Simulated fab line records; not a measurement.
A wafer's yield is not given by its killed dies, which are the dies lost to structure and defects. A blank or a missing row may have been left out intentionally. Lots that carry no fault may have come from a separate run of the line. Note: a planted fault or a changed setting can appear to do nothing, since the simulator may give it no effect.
fab line records	flow sky130
record lots=13	wafers=39	lastDay=50
route steps=708 shown GATE_OXIDE@201 POLY_GATE@232 LDD_N@245 LDD_P@263 PAD_OPEN@708
lots untouched by any fault: they come from a run of this same line in which no faults occurred
startH: the number of hours between the record's first day and the start of the first shown wafer of the lot	waitH: hours since the lot's step before	" as in the row above	L1.1+2: a row that stands for several wafers	- either no value or no given start	* or withheld: withheld	< > ~ a bound
route shown NAME@n: a module of which the file shows steps, and the number in the route of the first	usual: mean and standard deviation over wafers with no fault	same: alike in all rows	chamber/n: place in a boat	sites: each site's reading	_std_site: how widely they spread, as a standard deviation	_edge_site: outer sites' mean less inner sites'	radiusMm: how far each site lies from the wafer's centre	mask NAME#n: copy n	behind: the last tool/chamber to shape the wafer	hold: why the lot went on hold/how many hours it stayed there/how the hold came to an end	device: transistor that didn't switch, given as n, p or np	end of line: at the end of the route, the tests of the same wafers	a step without rows: its recipe alone	killed: count of dies lost to structure and defects at first sort (not the wafer's yield)	map: shows each die of a wafer: x if killed, . if not, _ if none is there
set.NAME: the setting as run; set.NAME@STEP: as run at that earlier step	model.NAME: the simulator's own value behind a step, which no gauge read
steps of the route over a sample of lots; a table a step, a row a wafer
services: from which hour (startH, from the record's first day; less than 0 if before it) a tool's chamber was out of use, for how many hours, and why
## steps
# step SKY_GATE_OXIDE_TW_MEAS_14
# usual GATE_OXIDE_TW=222.8/0.86
lot.wafer	tool	chamber	startH	waitH	GATE_OXIDE_TW
L639.3	filmMetro-03	-	303.94	0.1	222.5
L639.5	"	-	"	"	222.7
L639.6	"	-	"	"	223.2
L640.3	filmMetro-03	-	309.15	0.1	223.8
L640.5	"	-	"	"	220.7
L640.6	"	-	"	"	224.0
L643.1	filmMetro-03	-	329.42	0.1	222.1
L643.4	"	-	"	"	223.5
L643.5	"	-	"	"	223.3
L645.1	filmMetro-01	-	347.76	0.1	223.6
L645.3	"	-	"	"	222.6
L645.4	"	-	"	"	223.2
L646.3	filmMetro-01	-	356.88	0.1	223.0
L646.4	"	-	"	"	221.6
L646.6	"	-	"	"	223.8
L651.2	filmMetro-01	-	401.99	0.1	221.9
L651.4	"	-	"	"	222.8
L651.5	"	-	"	"	223.3
L653.1	filmMetro-01	-	417.87	0.1	223.7
L653.3	"	-	"	"	222.8
L653.4	"	-	"	"	222.5
L655.1	filmMetro-01	-	433.58	0.1	224.1
L655.4	"	-	"	"	224.3
L655.5	"	-	"	"	222.9
L656.2	filmMetro-03	-	448.97	0.1	221.9
L656.3	"	-	"	"	222.0
L656.4	"	-	"	"	221.5
L657.4	filmMetro-03	-	459.50	0.1	223.3
L657.5	"	-	"	"	223.2
L657.6	"	-	"	"	221.8
L659.3	filmMetro-02	-	512.83	0.1	223.9
L659.4	"	-	"	"	225.1
L659.6	"	-	"	"	223.3
L658.2	filmMetro-01	-	517.17	0.1	224.1
L658.5	"	-	"	"	223.4
L658.6	"	-	"	"	222.9
L661.2	filmMetro-03	-	518.42	0.1	221.5
L661.3	"	-	"	"	222.6
L661.4	"	-	"	"	222.4
# step SKY_POLY_GATE_STRIP_18
# recipe chemistry=O2/N2	powerW=1400	pressureMtorr=1500	platenTempC=withheld	o2FlowSccm=3000	n2FlowSccm=300	overashFraction=0.5
# usual drypumpMotorCurrentA=6.0/0.62	n2FlowSccm=300.0/0.81	oesProductAu=0.361/0.0054	stripTimeToEndpointS=3.16/0.049
lot.wafer	tool	chamber	startH	waitH	drypumpMotorCurrentA	n2FlowSccm	oesProductAu	rfHoursCounterH	stripTimeToEndpointS
L639.3	plasmaAsher-04	1	363.53	0.1	5.3	300.2	0.363	-	3.23
L639.5	"	1	"	"	5.3	300.4	0.363	-	3.20
L639.6	"	0	"	"	6.5	299.9	0.356	-	3.13
L640.3	plasmaAsher-02	1	368.43	0.1	6.5	301.2	0.357	-	3.17
L640.5	"	1	"	"	6.5	301.0	0.366	-	3.25
L640.6	"	0	"	"	5.2	298.7	0.358	-	3.14
L643.1	plasmaAsher-03	1	392.13	0.0	5.4	298.8	0.366	56	3.12
L643.4	"	0	"	"	6.7	300.6	0.361	-	3.12
L643.5	"	0	"	"	6.6	300.5	0.361	-	3.12
L645.1	plasmaAsher-03	1	413.11	0.0	5.5	299.0	0.355	59	3.07
L645.3	"	0	"	"	6.6	299.7	0.356	-	3.15
L645.4	"	1	"	"	5.5	298.7	0.358	-	3.09
L646.3	plasmaAsher-03	0	421.55	0.1	6.7	298.4	0.362	-	3.22
L646.4	"	1	"	"	5.5	299.6	0.362	-	3.16
L646.6	"	0	"	"	6.7	300.4	0.364	-	3.14
L651.2	plasmaAsher-03	1	468.83	0.0	5.5	300.8	0.369	65	3.22
L651.4	"	1	"	"	5.5	301.3	0.370	-	3.19
L651.5	"	0	"	"	6.7	301.6	0.362	-	3.12
L653.1	plasmaAsher-04	0	486.11	0.0	6.5	299.9	0.365	36	3.16
L653.3	"	0	"	"	6.4	298.7	0.362	-	3.05
L653.4	"	1	"	"	5.3	300.5	0.365	-	3.12
L655.1	plasmaAsher-03	0	499.71	0.0	6.7	300.0	0.359	67	3.11
L655.4	"	0	"	"	6.7	300.4	0.358	-	3.16
L655.5	"	1	"	"	5.5	299.1	0.362	-	3.12
L656.2	plasmaAsher-02	0	515.76	0.0	5.2	300.6	0.368	7	3.25
L656.3	"	0	"	"	5.2	299.8	0.355	-	3.13
L656.4	"	1	"	"	6.5	298.5	0.373	-	3.26
L657.4	plasmaAsher-03	1	531.70	0.1	5.5	298.8	0.361	-	3.26
L657.5	"	0	"	"	6.7	300.1	0.364	-	3.23
L657.6	"	1	"	"	5.5	298.4	0.362	-	3.15
L659.3	plasmaAsher-03	0	578.13	0.1	6.7	301.2	0.356	-	3.11
L659.4	"	1	"	"	5.5	300.4	0.357	-	3.14
L659.6	"	1	"	"	5.5	299.8	0.365	-	3.18
L658.2	plasmaAsher-02	0	581.35	0.0	5.2	298.1	0.368	14	3.24
L658.5	"	1	"	"	6.5	301.6	0.358	-	3.21
L658.6	"	0	"	"	5.2	299.1	0.357	-	3.12
L661.2	plasmaAsher-02	1	585.22	0.0	6.6	299.2	0.354	14	3.18
L661.3	"	0	"	"	5.2	300.3	0.365	-	3.24
L661.4	"	1	"	"	6.6	299.5	0.363	-	3.25
# step SKY_LDD_N_IMPLANT_08
# recipe species=As	energyKev=20	doseCm2=7.5e+13	tiltDeg=withheld	rotationDeg=23
# usual beamOnS=9.97/0.21	endStationPressureTorr=5.33e-06/2.7e-07	faradayCurrentUA=424/8.5
lot.wafer	tool	chamber	startH	waitH	beamOnS	endStationPressureTorr	faradayCurrentUA
L639.3	implanter-02	0	393.37	0.1	9.60	5.2e-06	439
L639.5	"	0	"	"	10.04	5.29e-06	422
L639.6	"	0	"	"	9.88	5.18e-06	429
L640.3	implanter-03	0	400.27	0.1	9.52	5.52e-06	441
L640.5	"	0	"	"	9.98	5.75e-06	423
L640.6	"	0	"	"	9.84	5.2e-06	427
L643.1	implanter-01	0	425.12	0.0	9.99	5.43e-06	422
L643.4	"	0	"	"	9.96	5.3e-06	425
L643.5	"	0	"	"	9.52	5.44e-06	443
L645.1	implanter-01	0	446.04	0.0	11.79	8.482e-05	356
L645.3	"	0	"	"	11.65	8.547e-05	360
L645.4	"	0	"	"	11.89	8.13e-05	351
L646.3	implanter-01	0	454.87	0.1	11.79	7.996e-05	357
L646.4	"	0	"	"	11.60	8.45e-05	363
L646.6	"	0	"	"	11.24	8.753e-05	372
L651.2	implanter-02	0	501.00	0.0	9.72	5.52e-06	435
L651.4	"	0	"	"	10.29	5.05e-06	412
L651.5	"	0	"	"	9.82	5.66e-06	430
L653.1	implanter-01	0	517.52	0.0	10.12	5.33e-06	417
L653.3	"	0	"	"	10.05	5.03e-06	420
L653.4	"	0	"	"	10.08	4.73e-06	418
L655.1	implanter-01	0	530.62	0.0	9.73	5.31e-06	433
L655.4	"	0	"	"	10.01	5.19e-06	423
L655.5	"	0	"	"	10.20	5.41e-06	415
L656.2	implanter-03	0	547.09	0.0	9.97	4.95e-06	423
L656.3	"	0	"	"	10.29	5.45e-06	411
L656.4	"	0	"	"	9.93	5.67e-06	426
L657.4	implanter-02	0	563.29	0.1	9.84	5.26e-06	430
L657.5	"	0	"	"	9.91	5.31e-06	428
L657.6	"	0	"	"	10.28	5.4e-06	413
L659.3	implanter-01	0	609.67	0.1	10.16	5.3e-06	415
L659.4	"	0	"	"	9.88	5.57e-06	428
L659.6	"	0	"	"	9.85	5.83e-06	429
L658.2	implanter-01	0	612.09	0.0	9.56	5.66e-06	442
L658.5	"	0	"	"	9.97	4.96e-06	424
L658.6	"	0	"	"	9.98	5.15e-06	424
L661.2	implanter-02	0	616.40	0.0	9.91	4.96e-06	425
L661.3	"	0	"	"	10.04	5.7e-06	422
L661.4	"	0	"	"	10.17	5.15e-06	418
# step SKY_LDD_P_OVL_MEAS_08
# usual LDD_P_OVL=-0.2/1.4
lot.wafer	tool	chamber	startH	waitH	LDD_P_OVL[nm]
L639.3	overlay-02	-	425.02	0.1	-1.5
L639.5	"	-	"	"	-0.7
L639.6	"	-	"	"	-0.6
L640.3	overlay-02	-	432.06	0.1	1.7
L640.5	"	-	"	"	2.6
L640.6	"	-	"	"	0.3
L643.1	overlay-02	-	458.19	0.1	1.2
L643.4	"	-	"	"	0.4
L643.5	"	-	"	"	-1.1
L645.1	overlay-01	-	477.69	0.1	0.2
L645.3	"	-	"	"	-0.5
L645.4	"	-	"	"	-0.3
L646.3	overlay-01	-	486.15	0.1	1.1
L646.4	"	-	"	"	1.7
L646.6	"	-	"	"	2.6
L651.2	overlay-02	-	532.11	0.1	0.9
L651.4	"	-	"	"	0.2
L651.5	"	-	"	"	1.4
L653.1	overlay-01	-	548.29	0.1	-1.3
L653.3	"	-	"	"	-0.7
L653.4	"	-	"	"	0.5
L655.1	overlay-01	-	561.84	0.1	-0.4
L655.4	"	-	"	"	1.8
L655.5	"	-	"	"	0.4
L656.2	overlay-02	-	578.21	0.1	-1.9
L656.3	"	-	"	"	0.3
L656.4	"	-	"	"	-0.5
L657.4	overlay-01	-	594.42	0.1	-0.7
L657.5	"	-	"	"	-0.2
L657.6	"	-	"	"	-2.7
L659.3	overlay-02	-	639.67	0.1	0.5
L659.4	"	-	"	"	2.2
L659.6	"	-	"	"	-0.4
L658.2	overlay-01	-	641.56	0.1	0.5
L658.5	"	-	"	"	1.1
L658.6	"	-	"	"	0.2
L661.2	overlay-02	-	646.85	0.1	1.5
L661.3	"	-	"	"	-1.2
L661.4	"	-	"	"	0.5
# step SKY_PAD_OPEN_PROBE_99
# usual killed_at_M0_to_M3=43/6.8	killed_at_M4_up=3.2/1.9	killedAtContacts=24/5	killedAtFrontEnd=16/4.9	killedAtOther=0.4/0.76	killedDies=87/10	killedOpen=47/7.3	killedShort=39/6.2
# same grossDies=492	killedAtBackSide=0
lot.wafer	tool	chamber	startH	waitH	killed_at_M0_to_M3	killed_at_M4_up	killedAtContacts	killedAtFrontEnd	killedAtOther	killedDies	killedOpen	killedShort
L640.3	prober-01	-	1074.42	0.2	46	2	18	11	0	77	46	31
L640.5	prober-01	-	1074.52	0.2	50	7	25	19	1	102	49	53
L640.6	prober-01	-	1074.57	0.2	38	2	28	16	0	84	52	32
L643.1	prober-02	-	1090.87	0.1	42	6	26	17	0	91	48	43
L643.4	prober-02	-	1091.02	0.2	42	3	24	12	2	83	42	41
L643.5	prober-02	-	1091.07	0.2	48	3	23	20	0	94	53	41
L646.3	prober-01	-	1110.96	0.2	39	3	20	11	2	75	40	35
L646.4	prober-01	-	1111.01	0.2	48	2	26	19	0	95	59	36
L646.6	prober-01	-	1111.11	0.2	52	0	17	6	0	75	50	25
L651.2	prober-02	-	1141.17	0.1	49	3	29	13	4	98	57	37
L651.4	prober-02	-	1141.27	0.2	48	4	18	19	0	89	50	39
L651.5	prober-02	-	1141.32	0.2	38	1	37	24	0	100	54	45
L655.1	prober-02	-	1161.70	0.1	37	6	36	12	1	92	54	38
L655.4	prober-02	-	1161.85	0.2	41	3	22	11	0	77	43	34
L655.5	prober-02	-	1161.90	0.2	48	2	19	23	0	92	49	43
# killed by level:class
L640.3 VIA1:geometricParticle:open=9 VIA2:geometricParticle:open=9 POLY_GATE:geometricParticle:open=6 METAL2:geometricParticle:short=6 LI_CONTACT:geometricParticle:open=5 CONTACT:geometricParticle:open=5 VIA3:geometricParticle:open=5 LOCAL_INTERCONNECT:geometricParticle:short=4
L640.5 CONTACT:geometricParticle:open=9 VIA1:geometricParticle:open=9 METAL2:geometricParticle:short=8 POLY_GATE:geometricParticle:open=7 VIA1:geometricParticle:short=7 LI_CONTACT:geometricParticle:open=6 CONTACT:geometricParticle:short=6 METAL1:geometricParticle:short=6
L640.6 CONTACT:geometricParticle:open=18 VIA1:geometricParticle:open=11 FIELD_ISO:geometricParticle:open=7 METAL1:geometricParticle:short=5 CONTACT:geometricParticle:short=4 METAL2:geometricParticle:short=4 VIA2:geometricParticle:open=4 POLY_GATE:geometricParticle:open=3
L643.1 VIA1:geometricParticle:open=12 CONTACT:geometricParticle:open=10 METAL2:geometricParticle:short=6 VIA3:geometricParticle:short=6 LOCAL_INTERCONNECT:geometricParticle:short=5 LI_CONTACT:geometricParticle:open=5 METAL1:geometricParticle:short=5 POLY_GATE:geometricParticle:short=4
L643.4 VIA1:geometricParticle:open=13 CONTACT:geometricParticle:open=10 VIA2:geometricParticle:open=7 LI_CONTACT:geometricParticle:open=7 METAL1:geometricParticle:short=7 METAL2:geometricParticle:short=6 LOCAL_INTERCONNECT:geometricParticle:short=4 VIA1:geometricParticle:short=4
L643.5 VIA1:geometricParticle:open=13 CONTACT:geometricParticle:open=9 VIA3:geometricParticle:open=8 FIELD_ISO:geometricParticle:open=7 CONTACT:geometricParticle:short=6 VIA1:geometricParticle:short=6 POLY_GATE:geometricParticle:open=5 METAL2:geometricParticle:short=5
L646.3 VIA1:geometricParticle:open=10 LI_CONTACT:geometricParticle:open=7 CONTACT:geometricParticle:open=7 METAL1:geometricParticle:short=5 VIA2:geometricParticle:short=4 FIELD_ISO:geometricParticle:short=4 CONTACT:geometricParticle:short=4 METAL1:geometricParticle:open=4
L646.4 VIA1:geometricParticle:open=16 LI_CONTACT:geometricParticle:open=10 CONTACT:geometricParticle:open=10 VIA1:geometricParticle:short=10 VIA2:geometricParticle:open=7 VIA3:geometricParticle:open=5 FIELD_ISO:geometricParticle:open=4 POLY_GATE:geometricParticle:short=4
L646.6 VIA1:geometricParticle:open=20 METAL2:geometricParticle:short=9 CONTACT:geometricParticle:open=7 VIA3:geometricParticle:open=6 VIA2:geometricParticle:open=5 LI_CONTACT:geometricParticle:open=4 METAL3:geometricParticle:short=4 FIELD_ISO:geometricParticle:open=3
L651.2 CONTACT:geometricParticle:open=15 VIA1:geometricParticle:open=14 VIA3:geometricParticle:open=9 METAL1:geometricParticle:short=6 LI_CONTACT:geometricParticle:open=5 FIELD_ISO:geometricParticle:open=4 LOCAL_INTERCONNECT:geometricParticle:short=4 VIA1:geometricParticle:short=4
L651.4 METAL1:geometricParticle:short=9 VIA2:geometricParticle:open=8 VIA1:geometricParticle:open=7 CONTACT:geometricParticle:open=7 FIELD_ISO:geometricParticle:open=6 POLY_GATE:geometricParticle:open=6 FIELD_ISO:geometricParticle:short=5 LI_CONTACT:geometricParticle:open=5
L651.5 CONTACT:geometricParticle:open=13 CONTACT:geometricParticle:short=9 VIA1:geometricParticle:open=9 POLY_GATE:geometricParticle:short=8 VIA2:geometricParticle:open=7 POLY_GATE:geometricParticle:open=6 METAL1:geometricParticle:short=6 VIA3:geometricParticle:open=6
L655.1 LI_CONTACT:geometricParticle:open=13 CONTACT:geometricParticle:open=13 VIA1:geometricParticle:open=11 METAL1:geometricParticle:short=8 CONTACT:geometricParticle:short=6 FIELD_ISO:geometricParticle:short=5 VIA2:geometricParticle:open=4 METAL2:geometricParticle:short=4
L655.4 VIA2:geometricParticle:open=10 VIA1:geometricParticle:open=9 CONTACT:geometricParticle:open=8 METAL1:geometricParticle:short=7 VIA3:geometricParticle:open=5 LOCAL_INTERCONNECT:geometricParticle:short=5 POLY_GATE:geometricParticle:short=4 LI_CONTACT:geometricParticle:open=4
L655.5 VIA1:geometricParticle:open=14 VIA3:geometricParticle:short=7 CONTACT:geometricParticle:open=7 FIELD_ISO:geometricParticle:short=6 FIELD_ISO:geometricParticle:open=5 LI_CONTACT:geometricParticle:open=5 POLY_GATE:geometricParticle:open=5 METAL1:geometricParticle:short=5
## services
tool	chamber	startH	hours	kind
implanter-02	-	341.65	1.8	repair
plasmaAsher-04	-	363.82	0.4	repair
implanter-02	-	369.37	5.9	pm
implanter-03	-	376.56	4.1	repair
plasmaAsher-02	-	392.10	28.5	pm
implanter-01	-	396.71	4.8	pm
plasmaAsher-02	-	421.25	9.0	pm
plasmaAsher-02	0	421.25	9.0	ventCycle
plasmaAsher-02	1	421.25	9.0	ventCycle
plasmaAsher-02	0	430.25	-	clean
plasmaAsher-02	1	430.25	-	clean
implanter-03	-	444.31	0.9	repair
plasmaAsher-02	-	444.95	3.9	repair
implanter-02	-	445.86	1.9	repair
implanter-02	-	475.58	15.8	pm
plasmaAsher-02	-	487.02	14.6	pm
plasmaAsher-03	-	489.84	6.9	repair
implanter-02	-	551.17	3.2	repair
implanter-03	-	559.97	5.6	pm
implanter-03	-	596.66	18.2	repair
implanter-02	-	612.93	3.3	repair
implanter-03	-	614.40	7.0	repair
## key
firstSign step=SKY_LDD_N_IMPLANT_08	reading=endStationPressureTorr	direction=up	sigmas=99+	usual=5.33e-06	struck=8.393e-05
effect step=SKY_LDD_N_IMPLANT_08	reading=beamOnS	direction=up	sigmas=8.2	usual=9.97	struck=11.66
metAt SKY_LDD_N_IMPLANT_08
struckLots L645,L646
testerLeftOut L645,L646
notActingAt SKY_GATE_OXIDE_TW_MEAS_14,SKY_POLY_GATE_STRIP_18,SKY_LDD_P_OVL_MEAS_08
onsetBetween 425.12 446.04
fault kind=processParameterDrift	tool=implanter-01	chamber=-	onsetH=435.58	steps=SKY_LDD_N_IMPLANT_08	channel=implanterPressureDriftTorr	offset=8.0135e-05	shape=step	endH=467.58
fault kind=processParameterDrift	tool=implanter-01	chamber=-	onsetH=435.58	steps=SKY_LDD_N_IMPLANT_08	channel=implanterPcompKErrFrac	offset=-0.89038	shape=step	endH=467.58
# testerLeftOut: of these lots the tester's yield and bins aren't shown, on N5 and GAA mostly nor the transistor test; their killed dies are dies lost to structure and defects alone, not to doping, threshold or leakage, so they don't give the yield
